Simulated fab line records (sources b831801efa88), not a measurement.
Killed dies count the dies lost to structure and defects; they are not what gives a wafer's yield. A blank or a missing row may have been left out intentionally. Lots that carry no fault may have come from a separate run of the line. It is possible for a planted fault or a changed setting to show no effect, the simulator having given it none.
Which of the tools did it?	flow gf180mcu	6 lots (18 wafers sampled), 1 step of a 602-step route

== WHAT THE GAUGES READ, wafer by wafer ==
GF_SALICIDE_THK_MEAS_05: measures by xrf.
lot	measured	on	SALICIDE_TIN_THK (nm)
L804	day 15 08:08	film-metro-01	19.50 19.72 19.64
L810	day 18 12:32	film-metro-04	19.80 20.02 20.32
L816	day 20 08:32	film-metro-01	19.94 19.74 19.83
L821	day 21 23:04	film-metro-04	20.51 20.30 20.67
L823	day 22 09:08	film-metro-03	20.34 20.09 20.10
L825	day 23 00:32	film-metro-04	19.88 19.87 19.74

== TOOL THAT RAN EACH LOT (tool first, then ch and the chambers of the sampled wafers, then the start) ==
The record holds no process step before these readings.

== THE ANSWER, worked out from the rows above alone ==
Rule: the lots themselves supply what counts as usual. The widest of any qualifying gaps counts: lots, ordered by their means at a reading, are off when they make up no more than a third of the lots, leave a main group of 4 or more, and stand apart from it by 3 or more times the standard deviation of that group's means. The tables above print the reading to a certain number of digits; a main group whose means all agree to those digits is not used. A lot without any number at a reading at which 4 lots or more have one is off too. All remaining lots with rows at the step are treated as sound.
Across all readings shown, no lot is off: no conclusion can be drawn from this.

== WHAT THE SIMULATOR HAD PUT IN ==
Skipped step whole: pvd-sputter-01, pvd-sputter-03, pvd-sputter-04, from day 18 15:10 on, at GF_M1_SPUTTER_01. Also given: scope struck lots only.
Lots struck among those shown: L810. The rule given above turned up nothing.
